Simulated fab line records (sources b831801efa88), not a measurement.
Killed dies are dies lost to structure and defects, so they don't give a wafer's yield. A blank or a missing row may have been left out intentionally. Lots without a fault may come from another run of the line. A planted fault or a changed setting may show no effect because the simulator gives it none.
Which of the tools did it? | flow gf180mcu | Sampling: 13 lots, 39 wafers, 4 of 602 route steps

WHAT THE GAUGES READ, wafer by wafer
GF_PSD_RS_MEAS_14: measures by four-point-probe. Usual: for NSD_RS the level is 46.10 ohm/sq and the standard deviation is 0.083.
lot  | measured     | on            | NSD_RS (ohm/sq)                     | flag
L126 | day 14 01:01 | film metro-03 | 46.09 46.20 46.03                   |
L129 | day 14 23:32 | film metro-03 | 46.14 46.11 46.07                   |
L130 | day 15 09:01 | film metro-03 | 46.19 45.90 46.17                   |
L131 | day 15 17:41 | film metro-01 | 46.03 46.12 46.17                   |
L132 | day 16 10:02 | film metro-03 | 46.21 46.21 46.14                   |
L133 | day 16 22:25 | film metro-02 | 46.02 46.07 46.17                   |
L134 | day 17 04:02 | film metro-01 | 45.93 46.21 46.08                   |
L135 | day 17 12:38 | film metro-01 | 46.10 45.95 45.98                   |
L140 | day 19 15:52 | film metro-01 | 41.78 41.88 41.91 41.84 41.90 42.01 | OFF
L142 | day 20 09:23 | film metro-02 | 41.97 41.91 41.78 41.96 41.84 41.75 | OFF
L144 | day 20 21:10 | film metro-02 | 46.08 45.91 46.06                   |
L145 | day 21 05:18 | film metro-02 | 46.14 46.06 46.19                   |
L149 | day 22 03:20 | film metro-01 | 46.10 46.03 46.10                   |

GF_M2_CD_MEAS_14 targets a cd of 280 nm. Usual: cd nm reads 279.7 nm (standard deviation 1.1).
lot  | measured     | on        | cd nm (nm)        | flag
L126 | day 18 21:05 | cd sem-01 | 278.1 278.6 277.9 |
L129 | day 19 23:47 | cd sem-02 | 280.5 280.6 280.5 |
L130 | day 20 10:05 | cd sem-02 | 277.8 278.9 280.1 |
L131 | day 20 21:22 | cd sem-01 | 280.9 281.7 281.3 |
L132 | day 21 13:09 | cd sem-01 | 279.0 279.2 279.8 |
L133 | day 22 03:11 | cd sem-02 | 278.3 279.5 279.4 |
L134 | day 22 08:52 | cd sem-01 | 279.2 279.0 278.3 |
L135 | day 22 18:28 | cd sem-02 | 280.8 280.3 279.2 |
L144 | day 25 19:17 | cd sem-01 | 279.1 279.2 279.6 |
L145 | day 26 03:29 | cd sem-01 | 279.6 277.8 278.8 |
L149 | day 26 22:48 | cd sem-02 | 280.0 279.0 278.9 |

GF_V3_CD_MEAS_14 targets a cd of 260 nm. Usual: cd nm reads 260.0 nm (standard deviation 1.2).
lot  | measured     | on        | cd nm (nm)        | flag
L126 | day 22 01:49 | cd sem-01 | 258.9 258.2 260.1 |
L129 | day 23 02:50 | cd sem-02 | 257.9 258.8 258.1 |
L130 | day 23 11:41 | cd sem-02 | 258.6 259.7 259.2 |
L131 | day 23 22:13 | cd sem-01 | 258.4 258.0 258.0 |
L132 | day 24 13:19 | cd sem-02 | 261.3 262.1 262.8 |
L133 | day 25 02:17 | cd sem-01 | 260.5 260.4 260.5 |
L134 | day 25 07:49 | cd sem-01 | 257.7 259.4 259.7 |
L135 | day 25 16:21 | cd sem-01 | 260.7 261.5 262.0 |
L144 | day 28 13:40 | cd sem-01 | 259.0 258.5 259.1 |
L145 | day 28 20:04 | cd sem-01 | 259.2 260.3 259.3 |
L149 | day 29 12:01 | cd sem-02 | 261.8 261.5 261.1 |

WHAT TOOL EACH LOT RAN ON (gives the tool, then ch and the chambers of the sampled wafers, and finally the start)
lot  | GF_PSD_RTA_13
L126 | rtp anneal-02 ch 0, day 14 00:56
L129 | rtp anneal-01 ch 0, day 14 23:28
L130 | rtp anneal-02 ch 0, day 15 08:55
L131 | rtp anneal-02 ch 0, day 15 17:36
L132 | rtp anneal-01 ch 0, day 16 09:56
L133 | rtp anneal-01 ch 0, day 16 22:15
L134 | rtp anneal-02 ch 0, day 17 03:57
L135 | rtp anneal-02 ch 0, day 17 12:32
L140 | rtp anneal-01 ch 0, day 19 15:46
L142 | rtp anneal-01 ch 0, day 20 09:18
L144 | rtp anneal-02 ch 0, day 20 21:05
L145 | rtp anneal-02 ch 0, day 21 05:12
L149 | rtp anneal-02 ch 0, day 22 03:14
- GF_PSD_RTA_13: time 20 s.

WHAT THE TOOLS THEMSELVES READ (means of the sampled wafers that have a number; where no wafer has one, the mark that the record gives instead)
GF_PSD_RTA_13. Usual: anneal temp c max 1029.6, standard deviation 0.86; lamp power pct 35.5 %, standard deviation 1.1; run length s 48.4 s, standard deviation 0.55; wafer_temp_C_max 1028.8, standard deviation 1.1.
lot  | tool          | anneal temp c max | lamp power pct (%) | run length s (s) | wafer_temp_C_max | flag
L126 | rtp anneal-02 | 1029.1            | 36.5               | 48.2             | 1028.3           |
L129 | rtp anneal-01 | 1029.4            | 34.2               | 48.5             | 1030.0           |
L130 | rtp anneal-02 | 1030.3            | 36.5               | 48.2             | 1028.5           |
L131 | rtp anneal-02 | 1030.4            | 36.5               | 48.2             | 1028.7           |
L132 | rtp anneal-01 | 1029.1            | 34.2               | 48.6             | 1029.3           |
L133 | rtp anneal-01 | 1029.9            | 34.3               | 50.7             | 1029.5           | OFF
L134 | rtp anneal-02 | 1029.3            | 36.5               | 48.2             | 1027.9           |
L135 | rtp anneal-02 | 1029.6            | 36.5               | 48.3             | 1027.7           |
L140 | rtp anneal-01 | 1028.7            | 34.2               | 73.1             | 1029.5           | OFF
L142 | rtp anneal-01 | 1028.6            | 34.2               | 73.0             | 1029.9           | OFF
L144 | rtp anneal-02 | 1030.7            | 36.5               | 48.0             | 1027.7           |
L145 | rtp anneal-02 | 1030.3            | 36.5               | 48.2             | 1028.0           |
L149 | rtp anneal-02 | 1030.5            | 36.5               | 48.0             | 1027.8           |

THE ANSWER, worked out from the rows above alone
Rule: lot off if the mean of its wafers having a number is beyond 3 standard deviations from the usual mean. A lot without any number at a reading at which 4 lots or more have one is off too. All remaining lots with rows at the step are treated as sound. Order of review: gauges by route order, followed by the tools' own readings, for which a lot's mean as printed above is used. At the first step where some lot is off, the reading lying furthest off is the one used; lots without a number count as furthest.
Off: L140, L142, seen at GF_PSD_RS_MEAS_14 (NSD_RS).
A tool fits if, at a process step before that reading, it ran every lot that is off, and no sound lot after the first of them. The gauges at GF_PSD_RS_MEAS_14 aren't tried: what is off there is off at GF_PSD_RTA_13 too, on other tools, and a gauge's error can't cause that. One fits: GF_PSD_RTA_13 on rtp anneal-01. A fault onset in the window from L133 (day 16 22:15, its last sound lot) to L140 (day 19 15:46, its first lot off) fits.
On the lots that are off, the tool's own readings at GF_PSD_RTA_13 differ by more than 5 times the standard deviation of the sound lots' means, which bears it out; run length s reads 73.0 s there versus 48.5 s on the sound lots.

WHAT HAD BEEN PUT IN BY THE SIMULATOR
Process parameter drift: rtp anneal-01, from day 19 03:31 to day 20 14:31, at GF_PSD_RTA_13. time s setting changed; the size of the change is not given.
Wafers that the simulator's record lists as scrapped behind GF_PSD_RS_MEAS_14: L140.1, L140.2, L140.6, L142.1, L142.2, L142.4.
Lots struck among those shown: L140, L142. The rule above found the same.
